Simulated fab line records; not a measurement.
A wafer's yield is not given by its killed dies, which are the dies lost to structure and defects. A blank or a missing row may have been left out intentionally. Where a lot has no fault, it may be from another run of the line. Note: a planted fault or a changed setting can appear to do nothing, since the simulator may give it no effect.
What tool caused it?	flow sky130	12 lots with 36 wafers sampled at 5 steps, on a route of 708 steps

WHAT THE GAUGES SHOWED, per wafer
SKY_LOCAL_INTERCONNECT_RS_MEAS_01: measurement is done with a four-point probe. Usual: for LOCAL_INTERCONNECT_TIN_RS the level is 14.13 ohm/sq and the standard deviation is 0.19.
lot	measured	on	LOCAL_INTERCONNECT_TIN_RS (ohm/sq)	flag
L688	day 29 06:24	film metro-02	14.20 14.29 14.23	
L692	day 30 22:15	film metro-04	14.17 14.14 14.13	
L693	day 31 08:55	film metro-03	14.07 14.14 14.17	
L694	day 31 11:39	film metro-03	14.24 14.26 14.09	
L698	day 32 21:42	film metro-04	14.15 13.98 14.00	
L699	day 33 07:09	film metro-02	14.24 14.23 14.17	
L700	day 33 15:07	film metro-03	14.42 14.45 14.23	
L701	day 33 19:38	film metro-03	13.92 14.11 13.93	
L702	day 34 03:37	film metro-04	14.00 14.30 13.99	
L703	day 34 15:53	film metro-04	14.03 13.93 14.12	
L710	day 36 05:20	film metro-02	14.00 13.96 13.99	
L711	day 36 14:20	film metro-03	13.93 13.96 13.90	

SKY_LOCAL_INTERCONNECT_CD_MEAS_11 targets a cd of 170 nm. Usual: 169.8 nm for cd nm, sd 1.8.
lot	measured	on	cd nm (nm)	flag
L688	day 30 10:55	cd sem-02	170.7 168.8 168.0	
L692	day 32 01:16	cd sem-02	170.2 170.2 170.8	
L693	day 32 11:32	cd sem-02	171.1 173.9 172.8	
L694	day 32 14:34	cd sem-02	167.2 168.8 169.7	
L698	day 33 23:55	cd sem-02	169.6 169.3 168.1	
L699	day 34 09:36	cd sem-01	169.2 169.4 169.6	
L700	day 34 17:14	cd sem-02	168.3 170.2 169.4	
L701	day 34 22:01	cd sem-02	170.3 168.1 169.1	
L702	day 35 06:04	cd sem-01	171.0 172.1 172.1	
L703	day 35 18:32	cd sem-01	173.7 172.6 173.7	
L710	day 37 06:37	cd sem-01	169.9 169.0 169.4	
L711	day 37 16:16	cd sem-02	168.0 168.3 168.4	

SKY_CONTACT_THK_MEAS_01. Usual: for CONTACT_CVD_00_THK the level is 75.0 nm and the standard deviation is 1.
lot	measured	on	CONTACT_CVD_00_THK (nm)	flag
L688	day 30 11:52	film metro-03	75.2 76.7 75.2	
L692	day 32 02:10	film metro-01	73.1 74.3 75.3	
L693	day 32 12:25	film metro-01	73.5 75.5 75.8	
L694	day 32 15:28	film metro-04	74.8 74.8 75.3	
L698	day 34 00:50	film metro-04	75.0 76.9 76.2	
L699	day 34 10:32	film metro-04	74.0 74.9 75.3	
L700	day 34 18:08	film metro-03	74.4 74.6 75.4	
L701	day 34 22:56	film metro-04	75.8 76.2 76.3	
L702	day 35 06:58	film metro-01	73.0 72.4 74.0	
L703	day 35 19:28	film metro-03	74.8 74.2 76.1	
L710	day 37 07:38	film metro-03	75.5	

WHICH TOOL RAN EACH LOT (tool, then ch and the chambers of the sampled wafers, then the start)
lot	SKY_LOCAL_INTERCONNECT_METAL_ETCH_14	SKY_LOCAL_INTERCONNECT_STRIP_15
L688	rie metal-03 ch 0,1, day 30 11:08	plasma asher-02 ch 0,1, day 30 11:11
L692	rie metal-04 ch 0,1, day 32 01:29	plasma asher-01 ch 0,1, day 32 01:32
L693	rie metal-03 ch 0,1, day 32 11:44	plasma asher-03 ch 0, day 32 11:47
L694	rie metal-04 ch 0,1, day 32 14:47	plasma asher-01 ch 0,1, day 32 14:50
L698	rie metal-03 ch 0,1, day 34 00:08	plasma asher-02 ch 0,1, day 34 00:11
L699	rie metal-03 ch 0,1, day 34 09:49	plasma asher-02 ch 0,1, day 34 09:53
L700	rie metal-03 ch 0,1, day 34 17:26	plasma asher-03 ch 0,1, day 34 17:29
L701	rie metal-03 ch 0,1, day 34 22:13	plasma asher-02 ch 0,1, day 34 22:16
L702	rie metal-03 ch 0,1, day 35 06:17	plasma asher-03 ch 0,1, day 35 06:20
L703	rie metal-03 ch 0,1, day 35 18:44	plasma asher-01 ch 0,1, day 35 18:47
L710	rie metal-03 ch 0,1, day 37 06:49	plasma asher-01 ch 0,1, day 37 06:52
L711	rie metal-03 ch 0, day 37 16:32	plasma asher-03 ch 0,1, day 37 16:38
- SKY_LOCAL_INTERCONNECT_METAL_ETCH_14: etches TiN in Cl2/BCl3, stops on PSG, target depth 110 nm, time 31.4 s.
- SKY_LOCAL_INTERCONNECT_STRIP_15: strips in O2/N2.

WHAT THE TOOLS THEMSELVES READ (means of the sampled wafers that have a number; where no wafer has one, the mark that the record gives instead)
SKY_LOCAL_INTERCONNECT_METAL_ETCH_14. Usual: bcl3 flow sccm 30.00 sccm, standard deviation 0.09; drypump motor current A 5.4 A, standard deviation 0.36; oes product au 0.941 a.u., standard deviation 0.0086; rf fwd power W 890 W, standard deviation 3.4; throttle valve pct 21.902 %, standard deviation 0.0098.
lot	tool	bcl3 flow sccm (sccm)	drypump motor current A (A)	oes product au (a.u.)	rf fwd power W (W)	throttle valve pct (%)	flag
L688	rie metal-03	29.99	5.4	0.938	893	21.900	
L692	rie metal-04	30.05	5.2	0.941	885	21.905	
L693	rie metal-03	29.92	5.7	0.942	892	21.897	
L694	rie metal-04	29.97	5.4	0.943	886	21.903	
L698	rie metal-03	29.88	5.7	0.943	888	21.906	
L699	rie metal-03	30.01	5.5	0.936	890	21.908	
L700	rie metal-03	30.08	5.7	0.934	890	21.906	
L701	rie metal-03	29.97	5.4	0.947	889	21.894	
L702	rie metal-03	29.97	5.7	0.942	892	21.895	
L703	rie metal-03	30.00	5.4	0.949	889	21.900	
L710	rie metal-03	30.07	5.4	0.917	799	21.915	OFF
L711	rie metal-03	29.93	5.2	0.906	752	21.925	OFF

SKY_LOCAL_INTERCONNECT_STRIP_15. Usual: drypump motor current A 5.6 A, standard deviation 0.47; n2 flow sccm 300.0 sccm, standard deviation 0.88; oes product au 0.426 a.u., standard deviation 0.0045; strip time to endpoint s 4.713 s, standard deviation 0.024.
lot	tool	drypump motor current A (A)	n2 flow sccm (sccm)	oes product au (a.u.)	strip time to endpoint s (s)	flag
L688	plasma asher-02	5.6	299.7	0.428	4.716	
L692	plasma asher-01	5.7	300.3	0.428	4.712	
L693	plasma asher-03	5.6	300.8	0.430	4.732	
L694	plasma asher-01	5.7	299.6	0.422	4.688	
L698	plasma asher-02	5.8	299.8	0.422	4.685	
L699	plasma asher-02	5.8	300.3	0.422	4.740	
L700	plasma asher-03	5.5	300.0	0.426	4.735	
L701	plasma asher-02	5.6	299.3	0.429	4.736	
L702	plasma asher-03	5.3	300.0	0.425	4.715	
L703	plasma asher-01	6.1	299.2	0.428	4.713	
L710	plasma asher-01	6.1	300.4	0.432	4.786	OFF
L711	plasma asher-03	5.3	299.0	0.432	4.762	

THE ANSWER, worked out from the rows above alone
Rule: a lot is off if the mean of its wafers that have a number lies more than 3 standard deviations from the usual mean. Also off: a lot with no number at a reading for which 4 or more lots have one. All remaining lots with rows at the step are treated as sound. The gauges are gone through in route order, then the tools' own readings, and for those a lot's mean is taken as printed above. The first step at which some lot is off is used, and at that step the reading that is off furthest; a lot without a number counts as furthest.
Off: L710, L711, at SKY_LOCAL_INTERCONNECT_METAL_ETCH_14 (rf fwd power W).
A tool fits if, at that step or a process step before it, it ran every lot that is off, and no sound lot after the first of them. One candidate fits, namely rie metal-03 at SKY_LOCAL_INTERCONNECT_METAL_ETCH_14. Its last sound lot is L703 (day 35 18:44), its first lot that is off L710 (day 37 06:49): a fault that began between those two fits.
The tool's own readings at SKY_LOCAL_INTERCONNECT_METAL_ETCH_14 bear it out: on the lots that are off they differ by more than 5 times the standard deviation of the sound lots' means. oes product au reads 0.911 a.u. there against 0.942 a.u. on the sound lots; rf fwd power W reads 776 W there against 889 W on the sound lots.

WHAT THE SIMULATOR PUT IN
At SKY_LOCAL_INTERCONNECT_METAL_ETCH_14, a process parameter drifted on rie metal-03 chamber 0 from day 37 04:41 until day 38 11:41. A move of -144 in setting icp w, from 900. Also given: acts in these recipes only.
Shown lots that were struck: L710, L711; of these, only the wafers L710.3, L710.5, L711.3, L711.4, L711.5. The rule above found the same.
